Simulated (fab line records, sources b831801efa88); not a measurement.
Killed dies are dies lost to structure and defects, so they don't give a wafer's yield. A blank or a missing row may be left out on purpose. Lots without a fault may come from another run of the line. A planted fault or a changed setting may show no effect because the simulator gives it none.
Which tool did it? | flow sfq_line | 14 lots, 42 wafers sampled, at 6 steps of a route of 325

WHAT THE GAUGES READ, wafer by wafer
SFQ_R5_RS_MEAS_933: measures by four-point-probe. Usual: R5_MONX_RS 7.03 ohm/sq, standard deviation 0.079.
lot  | measured     | on            | R5_MONX_RS (ohm/sq)           | flag
L273 | day 56 11:53 | film_metro-02 | 6.88 6.98 6.89                |
L275 | day 56 20:44 | film_metro-01 | 7.01 6.89 6.87                |
L276 | day 57 00:10 | film_metro-01 | 7.13 7.15 7.06                |
L277 | day 57 02:38 | film_metro-01 | 6.99 6.93 6.91                |
L278 | day 57 08:44 | film_metro-01 | 7.04 7.03 7.04                |
L279 | day 57 13:24 | film_metro-04 | 7.09 6.87 6.96                |
L280 | day 57 16:59 | film_metro-02 | 7.13 7.13 7.15                |
L282 | day 58 02:04 | film_metro-02 | 7.10 7.10 7.10                |
L283 | day 58 04:46 | film_metro-01 | 7.13 7.02 6.93                |
L285 | day 59 12:28 | film_metro-01 | 7.08 7.14 7.05                |
L293 | day 60 23:55 | film_metro-02 | 4.17 4.22 4.24 4.18 4.22 4.24 | OFF
L294 | day 61 02:55 | film_metro-02 | 4.17 4.20 4.18 4.18 4.20 4.17 | OFF
L295 | day 61 05:56 | film_metro-02 | 6.97 6.93 6.97                |
L296 | day 61 21:46 | film_metro-01 | 7.04 7.05 6.98                |

SFQ_R5_THK_MEAS_934: measures by xrf. Usual: R5_MONX_THK 39.6 nm, standard deviation 0.47.
lot  | measured     | on            | R5_MONX_THK (nm)              | flag
L273 | day 56 12:00 | film_metro-02 | 40.8 39.9 40.3                |
L275 | day 56 20:51 | film_metro-01 | 39.5 40.1 40.5                |
L276 | day 57 00:17 | film_metro-01 | 39.2 39.0 39.4                |
L277 | day 57 02:44 | film_metro-01 | 39.7 40.2 40.1                |
L278 | day 57 08:51 | film_metro-01 | 39.4 39.5 39.8                |
L279 | day 57 13:29 | film_metro-04 | 39.2 40.4 40.2                |
L280 | day 57 17:05 | film_metro-02 | 39.3 39.3 39.1                |
L282 | day 58 02:11 | film_metro-02 | 39.3 39.0 39.4                |
L283 | day 58 04:52 | film_metro-01 | 38.8 39.5 39.9                |
L285 | day 59 12:34 | film_metro-01 | 39.2 38.8 39.4                |
L293 | day 61 04:36 | film_metro-02 | 68.6 68.0 67.3 68.9 67.5 67.2 | OFF
L294 | day 61 04:15 | film_metro-02 | 68.4 67.5 68.4 68.4 67.7 68.2 | OFF
L295 | day 61 06:04 | film_metro-02 | 39.8 40.2 40.2                |
L296 | day 61 21:53 | film_metro-01 | 39.3 39.2 39.6                |

WHICH TOOL RAN EACH LOT (tool, then ch and the chambers of the sampled wafers, then the start)
lot  | SFQ_TRILAYER_JJ_CE_METRO_MEASURE_117 | SFQ_TRILAYER_JJ_CE_BARC_OPEN_RIE_150 | SFQ_TRILAYER_A5B_METRO_MEASURE_131 | SFQ_TRILAYER_R5_DEP_SPUTTER_133
L273 | cd_sem-01, day 54 00:49              | rie_metal-02 ch 0,1, day 54 02:01    | film_metro-01, day 56 10:35        | pvd_sputter-05, day 56 11:49
L275 | cd_sem-01, day 56 10:22              | rie_metal-03 ch 0,1, day 56 11:22    | film_metro-04, day 56 19:38        | pvd_sputter-04, day 56 20:39
L276 | cd_sem-02, day 56 13:46              | rie_metal-03 ch 0,1, day 56 14:58    | film_metro-04, day 56 22:53        | pvd_sputter-04, day 57 00:06
L277 | cd_sem-01, day 56 16:22              | rie_metal-01 ch 0,1, day 56 17:22    | film_metro-04, day 57 01:31        | pvd_sputter-05, day 57 02:32
L278 | cd_sem-02, day 56 22:22              | rie_metal-03 ch 0,1, day 56 23:22    | film_metro-04, day 57 07:38        | pvd_sputter-04, day 57 08:39
L279 | cd_sem-01, day 57 03:34              | rie_metal-01 ch 0,1, day 57 04:12    | film_metro-01, day 57 12:39        | pvd_sputter-06, day 57 13:18
L280 | cd_sem-02, day 57 06:58              | rie_metal-03 ch 0,1, day 57 07:48    | film_metro-01, day 57 16:03        | pvd_sputter-04, day 57 16:52
L282 | cd_sem-02, day 57 13:46              | rie_metal-02 ch 0,1, day 57 14:58    | film_metro-01, day 58 00:46        | pvd_sputter-04, day 58 01:59
L283 | cd_sem-01, day 57 16:34              | rie_metal-02 ch 0,1, day 57 17:24    | film_metro-04, day 58 03:50        | pvd_sputter-06, day 58 04:39
L285 | cd_sem-01, day 59 02:10              | rie_metal-01 ch 0,1, day 59 03:00    | film_metro-03, day 59 11:32        | pvd_sputter-06, day 59 12:22
L293 | cd_sem-01, day 60 05:34              | rie_metal-03 ch 0,1, day 60 06:34    | film_metro-01, day 60 22:48        | pvd_sputter-06, day 60 23:49
L294 | cd_sem-02, day 60 12:57              | rie_metal-03 ch 0,1, day 60 13:57    | film_metro-01, day 61 01:48        | pvd_sputter-06, day 61 02:49
L295 | cd_sem-01, day 60 18:45              | rie_metal-03 ch 0,1, day 60 19:57    | film_metro-04, day 61 04:38        | pvd_sputter-04, day 61 05:52
L296 | cd_sem-02, day 61 09:09              | rie_metal-02 ch 0,1, day 61 10:21    | film_metro-04, day 61 20:29        | pvd_sputter-05, day 61 21:42
- SFQ_TRILAYER_JJ_CE_METRO_MEASURE_117
- SFQ_TRILAYER_JJ_CE_BARC_OPEN_RIE_150: chemistry O2, target BARC, target depth 240 nm, time 80 s.
- SFQ_TRILAYER_A5B_METRO_MEASURE_131
- SFQ_TRILAYER_R5_DEP_SPUTTER_133: material MoNx, target thk 40 nm, time 66.7 s.

WHAT THE TOOLS THEMSELVES READ (means of the sampled wafers that have a number; where no wafer has one, the mark that the record gives instead)
SFQ_TRILAYER_JJ_CE_METRO_MEASURE_117. Usual: cd_nm 700.4 nm, standard deviation 1.1.
lot  | tool      | cd_nm (nm) | flag
L273 | cd_sem-01 | 701.3      |
L275 | cd_sem-01 | 702.6      |
L276 | cd_sem-02 | 700.9      |
L277 | cd_sem-01 | 700.5      |
L278 | cd_sem-02 | 700.4      |
L279 | cd_sem-01 | 700.9      |
L280 | cd_sem-02 | 700.0      |
L282 | cd_sem-02 | 699.3      |
L283 | cd_sem-01 | 700.5      |
L285 | cd_sem-01 | 699.7      |
L293 | cd_sem-01 | 699.7      |
L294 | cd_sem-02 | 699.1      |
L295 | cd_sem-01 | 699.8      |
L296 | cd_sem-02 | 699.7      |

SFQ_TRILAYER_JJ_CE_BARC_OPEN_RIE_150. Usual: drypump_motor_current_A 5.4 A, standard deviation 0.33; oes_product_au 0.538 a.u., standard deviation 0.0046.
lot  | tool         | drypump_motor_current_A (A) | oes_product_au (a.u.) | flag
L273 | rie_metal-02 | 5.0                         | 0.536                 |
L275 | rie_metal-03 | 5.4                         | 0.539                 |
L276 | rie_metal-03 | 5.4                         | 0.540                 |
L277 | rie_metal-01 | 5.7                         | 0.534                 |
L278 | rie_metal-03 | 5.3                         | 0.536                 |
L279 | rie_metal-01 | 5.5                         | 0.540                 |
L280 | rie_metal-03 | 5.4                         | 0.535                 |
L282 | rie_metal-02 | 5.4                         | 0.533                 |
L283 | rie_metal-02 | 5.0                         | 0.538                 |
L285 | rie_metal-01 | 5.7                         | 0.542                 |
L293 | rie_metal-03 | 5.4                         | 0.538                 |
L294 | rie_metal-03 | 5.4                         | 0.539                 |
L295 | rie_metal-03 | 5.3                         | 0.533                 |
L296 | rie_metal-02 | 5.4                         | 0.532                 |

SFQ_TRILAYER_A5B_METRO_MEASURE_131. Usual: thk_nm 341 nm, standard deviation 5.
lot  | tool          | thk_nm (nm) | flag
L273 | film_metro-01 | 335         |
L275 | film_metro-04 | 348         |
L276 | film_metro-04 | 340         |
L277 | film_metro-04 | 341         |
L278 | film_metro-04 | 344         |
L279 | film_metro-01 | 344         |
L280 | film_metro-01 | 344         |
L282 | film_metro-01 | 340         |
L283 | film_metro-04 | 339         |
L285 | film_metro-03 | 341         |
L293 | film_metro-01 | 339         |
L294 | film_metro-01 | 343         |
L295 | film_metro-04 | 341         |
L296 | film_metro-04 | 346         |

SFQ_TRILAYER_R5_DEP_SPUTTER_133. Usual: base_pressure_pa 1.34e-06 Pa, standard deviation 8.5e-08; throttle_valve_pct 29.9 %, standard deviation 0.77.
lot  | tool           | base_pressure_pa (Pa) | throttle_valve_pct (%) | flag
L273 | pvd_sputter-05 | 1.38e-06              | 29.5                   |
L275 | pvd_sputter-04 | 1.36e-06              | 29.8                   |
L276 | pvd_sputter-04 | 1.33e-06              | 30.7                   |
L277 | pvd_sputter-05 | 1.36e-06              | 29.4                   |
L278 | pvd_sputter-04 | 1.43e-06              | 30.5                   |
L279 | pvd_sputter-06 | 1.31e-06              | 30.4                   |
L280 | pvd_sputter-04 | 1.26e-06              | 30.9                   |
L282 | pvd_sputter-04 | 1.38e-06              | 29.7                   |
L283 | pvd_sputter-06 | 1.36e-06              | 30.3                   |
L285 | pvd_sputter-06 | 1.38e-06              | 29.5                   |
L293 | pvd_sputter-06 | 1.29e-06              | 30.4                   |
L294 | pvd_sputter-06 | 1.37e-06              | 29.8                   |
L295 | pvd_sputter-04 | 1.35e-06              | 30.5                   |
L296 | pvd_sputter-05 | 1.33e-06              | 29.3                   |

THE ANSWER, worked out from the rows above alone
Rule: a lot is off if the mean of its wafers that have a number lies more than 3 standard deviations from the usual mean. A lot without any number at a reading at which 4 lots or more have one is off too. The other lots that the step has rows for count as sound. The gauges are gone through in route order, then the tools' own readings, and for those a lot's mean is taken as printed above. The first step at which some lot is off is used, and at that step the reading that is off furthest; a lot without a number counts as furthest.
Off: L293, L294, at SFQ_R5_RS_MEAS_933 (R5_MONX_RS).
A tool fits if, at a process step before that reading, it ran every lot that is off, and no sound lot after the first of them. The gauges at SFQ_R5_RS_MEAS_933 are tried like those tools. Can't be told from this: 2 tools fit, film_metro-01 at SFQ_TRILAYER_A5B_METRO_MEASURE_131, pvd_sputter-06 at SFQ_TRILAYER_R5_DEP_SPUTTER_133.

WHAT THE SIMULATOR HAD PUT IN
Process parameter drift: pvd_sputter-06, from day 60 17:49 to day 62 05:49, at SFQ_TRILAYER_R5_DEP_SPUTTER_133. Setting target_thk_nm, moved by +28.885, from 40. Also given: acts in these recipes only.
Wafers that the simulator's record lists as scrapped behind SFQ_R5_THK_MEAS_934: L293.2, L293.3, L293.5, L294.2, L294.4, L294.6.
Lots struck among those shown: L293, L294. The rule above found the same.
